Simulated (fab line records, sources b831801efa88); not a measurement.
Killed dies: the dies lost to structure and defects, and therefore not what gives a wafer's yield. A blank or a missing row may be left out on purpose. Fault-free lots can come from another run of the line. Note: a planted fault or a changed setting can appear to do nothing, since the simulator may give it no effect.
Code-filled problem report in 8D (eight disciplines) form :: flow gf180mcu :: the parts of the form that need people (team, actions taken, sign-off) are left out

## 1. WHAT WENT WRONG
chamber-pressure-pa at GF_MIM_SPUTTER_07 reads a mean of 0.4136 Pa on 6 wafers of 2 lots; wafers without a fault read 0.3999 Pa with a standard deviation of 0.00085. Relative to the usual mean, that is a shift of +16 standard deviations.
The step: material TiN, target thk 60 nm, time 50 s.
First observed at day 29 05:13: wafer L845.1, on pvd-sputter-04. The record has a number at this step for 42 wafers belonging to 14 lots. Rule for "out", or "out of limits": more than 4 standard deviations from the usual mean. The other wafers with a number count as sound.

## 2. WHAT IT IS AND WHAT IT IS NOT
question: which readings at this step
is: chamber-pressure-pa
is not: throttle-valve-pct

question: which lots
is: L845, L847
is not: L832, L833, L834, L835, L836, L837, L839, L840, L841, L843, L844, L853

question: which wafers of those lots
is: all that have a number
is not: -

question: read on which tools
is: pvd-sputter-04
is not: pvd-sputter-01, pvd-sputter-02

question: when
is: from day 29 05:13
is not: up to then (33 sound wafers); but 3 sound wafers of L853 came after

## 3. THE SUSPECTS, EACH WITH WHAT RULES IT OUT
Counting: a tool at a process step up to the reading stays a suspect if it ran every lot that is out and no sound lot after the first of them.
- rtp-anneal-02 at GF_PSD_RTA_13 (time 20 s): ruled out as a lasting fault. The sound lots L853 went through it after L845, its earliest lot that is out (day 19 11:32).
- pvd-sputter-04 at GF_MIM_SPUTTER_07 (material TiN, target thk 60 nm, time 50 s): kept. All lots that are out passed through it, beginning with L845 at day 29 05:13, and no sound lot followed; its final sound lot before that point was L843 at day 28 10:54. Out on those wafers are its own readings of chamber-pressure-pa.
Remaining after the count: pvd-sputter-04 at GF_MIM_SPUTTER_07.

## 4. THE CAUSE (what the simulator had put in)
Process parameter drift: pvd-sputter-04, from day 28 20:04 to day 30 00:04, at GF_MIM_SPUTTER_07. From 0.4, the setting chamber-pressure-pa moved by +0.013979. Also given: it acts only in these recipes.
The count eliminated every tool but this one.

## 5. SEQUENCE OF EFFECTS, ordered by route
Each row: a reading where the mean over the struck wafers with a number is more than 3 standard deviations away from the usual. Only readings for which the record gives a usual standard deviation are gone through. hours: the time from each lot's start at the first step in this table that gives one to its start at this step, as a median over the lots. sigmas: the change in usual standard deviations.
hours: 0
step: GF_MIM_SPUTTER_07
reading: chamber-pressure-pa
usual: 0.3999 Pa
on struck wafers: 0.4136
change: +0.0137
sigmas: +16
Its process steps:
- GF_MIM_SPUTTER_07: material TiN, target thk 60 nm, time 50 s.

## 6. WHAT WOULD HAVE CAUGHT IT SOONER
First out-of-limits reading in this record: day 29 05:13, which is 9 hours after fault onset at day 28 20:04.
